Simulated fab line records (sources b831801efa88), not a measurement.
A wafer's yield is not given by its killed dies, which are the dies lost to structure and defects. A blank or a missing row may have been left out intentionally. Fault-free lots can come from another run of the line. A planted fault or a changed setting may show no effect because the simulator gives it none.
Which tool is to blame? + flow gf180mcu + 24 lots with 72 wafers sampled at 5 steps, on a route of 602 steps

WHAT THE GAUGES SHOWED, per wafer
GF_V3_OVL_MEAS_15. Usual: V3_OVL typically reads 4 nm, with standard deviation 6.1.
| lot  | measured     | on         | V3_OVL (nm) | flag |
|------|--------------|------------|-------------|------|
| L074 | day 22 11:59 | overlay-02 | 5 7 4       |      |
| L075 | day 23 07:39 | overlay-01 | 8 3 2       |      |
| L076 | day 23 09:44 | overlay-02 | -4 -3 -9    |      |
| L077 | day 23 13:53 | overlay-01 | 5 11 9      |      |
| L078 | day 24 06:10 | overlay-02 | 3 7 4       |      |
| L079 | day 24 15:50 | overlay-01 | -4 -2 6     |      |
| L081 | day 25 00:41 | overlay-01 | 13 0 15     |      |
| L080 | day 25 02:27 | overlay-01 | 4 14 8      |      |
| L082 | day 25 09:32 | overlay-02 | 1 3 -2      |      |
| L083 | day 25 17:14 | overlay-02 | -2 14 10    |      |
| L084 | day 25 22:41 | overlay-02 | 7 7 11      |      |
| L085 | day 26 04:00 | overlay-01 | 13 -2 1     |      |
| L086 | day 26 12:08 | overlay-01 | 10 -1 11    |      |
| L087 | day 26 17:30 | overlay-01 | 2 2 6       |      |
| L088 | day 27 05:36 | overlay-01 | 3 2 3       |      |
| L089 | day 27 08:53 | overlay-02 | 7 5 1       |      |
| L090 | day 27 18:10 | overlay-01 | -7 -2 -1    |      |
| L091 | day 28 02:53 | overlay-02 | -8 -7 0     |      |
| L092 | day 28 05:06 | overlay-02 | 8 15 4      |      |
| L093 | day 28 09:47 | overlay-02 | 0 -3 -8     |      |
| L094 | day 28 18:53 | overlay-02 | 9 7 16      |      |
| L095 | day 29 03:44 | overlay-01 | 2 -9 4      |      |
| L096 | day 29 05:53 | overlay-01 | 2 -1 1      |      |
| L097 | day 29 10:57 | overlay-01 | 6 11 6      |      |

GF_M4_RS_MEAS_05: uses a four-point probe to measure. Usual: M4_ALCU_RS typically reads 0.0692 ohm/sq, with standard deviation 0.00078.
| lot  | measured     | on            | M4_ALCU_RS (ohm/sq)  | flag |
|------|--------------|---------------|----------------------|------|
| L074 | day 22 13:37 | film-metro-03 | 0.0705 0.0692 0.0702 |      |
| L075 | day 23 09:17 | film-metro-03 | 0.0691 0.0694 0.0690 |      |
| L076 | day 23 11:47 | film-metro-03 | 0.0704 0.0691 0.0701 |      |
| L077 | day 23 15:35 | film-metro-04 | 0.0689 0.0688 0.0709 |      |
| L078 | day 24 08:11 | film-metro-02 | 0.0698 0.0694 0.0707 |      |
| L079 | day 24 17:29 | film-metro-03 | 0.0681 0.0680 0.0683 |      |
| L081 | day 25 02:22 | film-metro-03 | 0.0696 0.0695 0.0697 |      |
| L080 | day 25 04:20 | film-metro-03 | 0.0689 0.0689 0.0692 |      |
| L082 | day 25 11:10 | film-metro-02 | 0.0687 0.0684 0.0690 |      |
| L083 | day 25 18:52 | film-metro-03 | 0.0694 0.0695 0.0708 |      |
| L084 | day 26 00:18 | film-metro-03 | 0.0694 0.0688 0.0683 |      |
| L085 | day 26 05:44 | film-metro-04 | 0.0700 0.0690 0.0690 |      |
| L086 | day 26 14:20 | film-metro-03 | 0.0701 0.0692 0.0693 |      |
| L087 | day 26 19:08 | film-metro-03 | 0.0685 0.0679 0.0694 |      |
| L088 | day 27 07:14 | film-metro-02 | 0.0697 0.0700 0.0697 |      |
| L089 | day 27 10:32 | film-metro-04 | 0.0702 0.0689 0.0694 |      |
| L090 | day 27 19:47 | film-metro-03 | 0.0698 0.0698 0.0692 |      |
| L091 | day 28 04:30 | film-metro-03 | 0.0683 0.0693 0.0681 |      |
| L092 | day 28 06:46 | film-metro-03 | 0.0671 0.0678 0.0685 |      |
| L093 | day 28 11:52 | film-metro-04 | 0.0682 0.0684 0.0681 |      |
| L094 | day 28 21:17 | film-metro-03 | 0.0685 0.0684 0.0678 |      |
| L095 | day 29 05:21 | film-metro-02 | 0.0692 0.0681 0.0685 |      |
| L096 | day 29 07:35 | film-metro-03 | 0.0684 0.0694 0.0686 |      |
| L097 | day 29 12:40 | film-metro-03 | 0.0712 0.0699 0.0707 |      |

EACH LOT AND THE TOOL THAT RAN IT (in order: tool; ch and the chambers of the sampled wafers; start)
| lot  | GF_V2_STRIP_18                       | GF_M3_SPUTTER_01             | GF_M4_SPUTTER_01             |
|------|--------------------------------------|------------------------------|------------------------------|
| L074 | plasma-asher-04 ch 0,1, day 20 09:33 | pvd-sputter-01, day 20 10:53 | pvd-sputter-01, day 22 13:29 |
| L075 | plasma-asher-04 ch 0,1, day 21 06:38 | pvd-sputter-02, day 21 07:56 | pvd-sputter-01, day 23 09:08 |
| L076 | plasma-asher-01 ch 0,1, day 21 07:44 | pvd-sputter-01, day 21 09:04 | pvd-sputter-03, day 23 11:40 |
| L077 | plasma-asher-01 ch 0,1, day 21 12:44 | pvd-sputter-02, day 21 14:08 | pvd-sputter-03, day 23 15:28 |
| L078 | plasma-asher-03 ch 0,1, day 22 04:45 | pvd-sputter-01, day 22 06:05 | pvd-sputter-03, day 24 08:04 |
| L079 | plasma-asher-03 ch 0,1, day 22 15:48 | pvd-sputter-03, day 22 17:08 | pvd-sputter-01, day 24 17:22 |
| L081 | plasma-asher-03 ch 0,1, day 23 02:39 | pvd-sputter-01, day 23 04:04 | pvd-sputter-03, day 25 02:13 |
| L080 | plasma-asher-03 ch 0,1, day 23 03:47 | pvd-sputter-02, day 23 05:05 | pvd-sputter-01, day 25 04:10 |
| L082 | plasma-asher-03 ch 0,1, day 23 11:37 | pvd-sputter-02, day 23 12:56 | pvd-sputter-01, day 25 11:02 |
| L083 | plasma-asher-01 ch 0,1, day 23 19:24 | pvd-sputter-01, day 23 20:44 | pvd-sputter-01, day 25 18:44 |
| L084 | plasma-asher-04 ch 0,1, day 24 01:47 | pvd-sputter-02, day 24 03:07 | pvd-sputter-04, day 26 00:11 |
| L085 | plasma-asher-01 ch 0,1, day 24 06:53 | pvd-sputter-02, day 24 08:22 | pvd-sputter-01, day 26 05:34 |
| L086 | plasma-asher-04 ch 0,1, day 24 14:54 | pvd-sputter-03, day 24 16:14 | pvd-sputter-01, day 26 14:13 |
| L087 | plasma-asher-04 ch 0,1, day 24 20:59 | pvd-sputter-01, day 24 22:17 | pvd-sputter-01, day 26 18:59 |
| L088 | plasma-asher-01 ch 0,1, day 25 08:52 | pvd-sputter-02, day 25 10:13 | pvd-sputter-01, day 27 07:05 |
| L089 | plasma-asher-04 ch 0,1, day 25 12:54 | pvd-sputter-01, day 25 14:14 | pvd-sputter-03, day 27 10:25 |
| L090 | plasma-asher-04 ch 0,1, day 25 22:09 | pvd-sputter-01, day 25 23:29 | pvd-sputter-03, day 27 19:40 |
| L091 | plasma-asher-03 ch 0,1, day 26 06:47 | pvd-sputter-02, day 26 08:07 | pvd-sputter-03, day 28 04:23 |
| L092 | plasma-asher-01 ch 0,1, day 26 09:55 | pvd-sputter-03, day 26 11:14 | pvd-sputter-04, day 28 06:37 |
| L093 | plasma-asher-01 ch 0,1, day 26 14:44 | pvd-sputter-01, day 26 16:11 | pvd-sputter-03, day 28 11:45 |
| L094 | plasma-asher-01 ch 0,1, day 27 00:00 | pvd-sputter-01, day 27 01:20 | pvd-sputter-01, day 28 21:10 |
| L095 | plasma-asher-04 ch 0,1, day 27 09:45 | pvd-sputter-02, day 27 11:07 | pvd-sputter-04, day 29 05:14 |
| L096 | plasma-asher-03 ch 0,1, day 27 12:30 | pvd-sputter-03, day 27 13:50 | pvd-sputter-03, day 29 07:28 |
| L097 | plasma-asher-04 ch 0,1, day 27 17:05 | pvd-sputter-02, day 27 18:23 | pvd-sputter-03, day 29 12:30 |
- GF_V2_STRIP_18: strips in O2/N2.
- GF_M3_SPUTTER_01: material TiN, target thk 30 nm, time 25 s.
- GF_M4_SPUTTER_01: material TiN, target thk 30 nm, time 25 s.

WHAT THE TOOLS THEMSELVES READ (means of the sampled wafers that have a number; where no wafer has one, the mark that the record gives instead)
GF_V2_STRIP_18. Usual: drypump-motor-current-A 5.7 A, standard deviation 0.37; heater-power-w 337 W, standard deviation 37; oes-product-au 0.593 a.u., standard deviation 0.0049.
| lot  | tool            | drypump-motor-current-A (A) | heater-power-w (W) | oes-product-au (a.u.) | flag |
|------|-----------------|-----------------------------|--------------------|-----------------------|------|
| L074 | plasma-asher-04 | 5.9                         | 347                | 0.592                 |      |
| L075 | plasma-asher-04 | 5.9                         | 345                | 0.590                 |      |
| L076 | plasma-asher-01 | 5.3                         | 373                | 0.593                 |      |
| L077 | plasma-asher-01 | 5.3                         | 372                | 0.598                 |      |
| L078 | plasma-asher-03 | 5.6                         | 292                | 0.593                 |      |
| L079 | plasma-asher-03 | 5.9                         | 282                | 0.595                 |      |
| L081 | plasma-asher-03 | 5.9                         | 280                | 0.598                 |      |
| L080 | plasma-asher-03 | 5.9                         | 279                | 0.592                 |      |
| L082 | plasma-asher-03 | 5.6                         | 298                | 0.594                 |      |
| L083 | plasma-asher-01 | 5.3                         | 377                | 0.595                 |      |
| L084 | plasma-asher-04 | 5.9                         | 341                | 0.594                 |      |
| L085 | plasma-asher-01 | 5.3                         | 372                | 0.590                 |      |
| L086 | plasma-asher-04 | 6.0                         | 344                | 0.598                 |      |
| L087 | plasma-asher-04 | 6.0                         | 340                | 0.593                 |      |
| L088 | plasma-asher-01 | 5.3                         | 376                | 0.595                 |      |
| L089 | plasma-asher-04 | 5.9                         | 350                | 0.593                 |      |
| L090 | plasma-asher-04 | 5.9                         | 344                | 0.592                 |      |
| L091 | plasma-asher-03 | 5.6                         | 291                | 0.593                 |      |
| L092 | plasma-asher-01 | 5.3                         | 369                | 0.595                 |      |
| L093 | plasma-asher-01 | 5.3                         | 371                | 0.588                 |      |
| L094 | plasma-asher-01 | 5.3                         | 379                | 0.593                 |      |
| L095 | plasma-asher-04 | 5.9                         | 346                | 0.597                 |      |
| L096 | plasma-asher-03 | 5.9                         | 282                | 0.592                 |      |
| L097 | plasma-asher-04 | 5.9                         | 342                | 0.598                 |      |

GF_M3_SPUTTER_01. Usual: throttle-valve-pct 29.9 %, standard deviation 0.86.
| lot  | tool           | throttle-valve-pct (%) | flag |
|------|----------------|------------------------|------|
| L074 | pvd-sputter-01 | 29.6                   |      |
| L075 | pvd-sputter-02 | 29.1                   |      |
| L076 | pvd-sputter-01 | 29.5                   |      |
| L077 | pvd-sputter-02 | 29.6                   |      |
| L078 | pvd-sputter-01 | 29.8                   |      |
| L079 | pvd-sputter-03 | 29.6                   |      |
| L081 | pvd-sputter-01 | 29.7                   |      |
| L080 | pvd-sputter-02 | 29.7                   |      |
| L082 | pvd-sputter-02 | 29.7                   |      |
| L083 | pvd-sputter-01 | 29.9                   |      |
| L084 | pvd-sputter-02 | 29.8                   |      |
| L085 | pvd-sputter-02 | 29.7                   |      |
| L086 | pvd-sputter-03 | 29.1                   |      |
| L087 | pvd-sputter-01 | 30.7                   |      |
| L088 | pvd-sputter-02 | 29.6                   |      |
| L089 | pvd-sputter-01 | 30.5                   |      |
| L090 | pvd-sputter-01 | 30.6                   |      |
| L091 | pvd-sputter-02 | 29.4                   |      |
| L092 | pvd-sputter-03 | 29.0                   |      |
| L093 | pvd-sputter-01 | 30.6                   |      |
| L094 | pvd-sputter-01 | 30.2                   |      |
| L095 | pvd-sputter-02 | 29.8                   |      |
| L096 | pvd-sputter-03 | 28.9                   |      |
| L097 | pvd-sputter-02 | 29.7                   |      |

GF_M4_SPUTTER_01. Usual: throttle-valve-pct 29.9 %, standard deviation 1.1.
| lot  | tool           | throttle-valve-pct (%) | flag |
|------|----------------|------------------------|------|
| L074 | pvd-sputter-01 | 31.4                   |      |
| L075 | pvd-sputter-01 | 29.7                   |      |
| L076 | pvd-sputter-03 | 29.7                   |      |
| L077 | pvd-sputter-03 | 29.4                   |      |
| L078 | pvd-sputter-03 | 29.5                   |      |
| L079 | pvd-sputter-01 | 29.7                   |      |
| L081 | pvd-sputter-03 | 29.8                   |      |
| L080 | pvd-sputter-01 | 29.8                   |      |
| L082 | pvd-sputter-01 | 29.8                   |      |
| L083 | pvd-sputter-01 | 30.6                   |      |
| L084 | pvd-sputter-04 | 30.1                   |      |
| L085 | pvd-sputter-01 | 30.5                   |      |
| L086 | pvd-sputter-01 | 30.8                   |      |
| L087 | pvd-sputter-01 | 30.5                   |      |
| L088 | pvd-sputter-01 | 30.5                   |      |
| L089 | pvd-sputter-03 | 29.6                   |      |
| L090 | pvd-sputter-03 | 29.1                   |      |
| L091 | pvd-sputter-03 | 28.9                   |      |
| L092 | pvd-sputter-04 | 29.3                   |      |
| L093 | pvd-sputter-03 | 29.1                   |      |
| L094 | pvd-sputter-01 | 30.6                   |      |
| L095 | pvd-sputter-04 | 30.5                   |      |
| L096 | pvd-sputter-03 | 29.3                   |      |
| L097 | pvd-sputter-03 | 29.0                   |      |

THE ANSWER, worked out from the rows above alone
Rule: lot off if the mean of its wafers having a number is beyond 3 standard deviations from the usual mean. A lot without any number at a reading at which 4 lots or more have one is off too. All remaining lots with rows at the step are treated as sound. Order of review: gauges by route order, followed by the tools' own readings, for which a lot's mean as printed above is used. At the first step where some lot is off, the reading lying furthest off is the one used; lots without a number count as furthest.
Nothing can be told from this: no lot is off at any reading shown.

WHAT HAD BEEN PUT IN BY THE SIMULATOR
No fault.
